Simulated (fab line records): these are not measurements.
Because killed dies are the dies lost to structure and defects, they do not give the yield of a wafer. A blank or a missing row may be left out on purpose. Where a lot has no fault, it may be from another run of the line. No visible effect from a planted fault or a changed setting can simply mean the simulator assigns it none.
A struck lot beside a sound one -- flow sky130 -- 14 steps out of a route of 708
Sound: the wafers L199.2, L199.5, L199.6. Struck: wafers L189.1, L189.2, L189.3. The cause is given at the end.
Each step with rows lists, per side, the tool, then ch with its chambers, then its first start. Under that, the readings that differ: sound wafers -- struck wafers -- difference of the means -- sigmas: that difference in standard deviations of wafers without a fault.
alike: same words and numbers on both sides, and readings whose means sit less than 2 such deviations apart. not compared: any withheld reading, any reading some wafer has no value for, any bound like >300 that may hide the same value, and any number with overlapping values for which the record gives no deviation.
Wherever a step has rows on one side only, a row that says differs or no value, or a row with sigmas, the two part there. When numbers do not overlap yet have no deviation, they are printed without sigmas and do not part them. Lack of a reading on every wafer of one side parts them only where that side has two or more wafers.

SKY_METAL3_SPUTTER_04: material TiN, target thk 70 nm, time 58.3 s.
  sound: pvd_sputter-04 at day 40 20:17; struck: pvd_sputter-02 at day 38 03:27
  alike: throttle_valve_pct
SKY_CAPM_CVD_00: deposits SiO2, target thk 15.5 nm.
  sound on pecvd-02 ch 0,1,2, day 40 20:20; struck on pecvd-02 ch 0,1,2, day 38 03:29
  alike: heater_power_w
SKY_CAPM_THK_MEAS_01:
  sound: film_metro-04 at day 40 20:22; struck: film_metro-02 at day 38 03:31
  alike: CAPM_CVD_00_THK
SKY_CAPM_SPUTTER_02: material TiN, target thk 200 nm, time 166.7 s.
  sound: pvd_sputter-03 at day 40 20:25; struck: pvd_sputter-01 at day 38 03:35
  alike: throttle_valve_pct
SKY_CAPM_RS_MEAS_03: a four-point-probe measurement.
  sound: film_metro-04 at day 40 20:33; struck: film_metro-03 at day 38 03:41
  alike: CAPM_TIN_RS
SKY_CAPM_THK_MEAS_04: measures by xrf.
  sound: film_metro-04 at day 40 20:40; struck: film_metro-03 at day 38 03:49
  alike: CAPM_TIN_THK
then, 6 steps without rows for these wafers: SKY_CAPM_DEHYDRATE_05 (time 60 s); SKY_CAPM_HMDS_06 (prime time 60 s); SKY_CAPM_COAT_07 (resist thk 1140 nm); SKY_CAPM_SOFTBAKE_08 (time 60 s); SKY_CAPM_EXPOSE_09 (exposes mask CAPM, target cd 1000 nm); SKY_CAPM_PEB_10.
SKY_CAPM_DEVELOP_11: develop time 60 s.
  struck on litho_track-04, day 39 05:20; sound on litho_track-04 ch 0, day 41 19:28
  no value came back on the struck wafers for chill_plate_temp_C (C), develop_time_s (s); on the sound wafers chill_plate_temp_C (C) reads 23.17 22.99 23.05
SKY_CAPM_OVL_MEAS_12:
  sound: overlay-02 at day 41 19:35; struck: overlay-01 at day 39 05:29
reading,sound,struck,difference,sigmas
CAPM_OVL (nm),-0.3 1.3 -0.1,- - -,no value on the struck wafers,

## WHERE THEY PART
First at SKY_CAPM_DEVELOP_11; last, within this record, at SKY_CAPM_OVL_MEAS_12.

WHY: the cause the simulator had injected
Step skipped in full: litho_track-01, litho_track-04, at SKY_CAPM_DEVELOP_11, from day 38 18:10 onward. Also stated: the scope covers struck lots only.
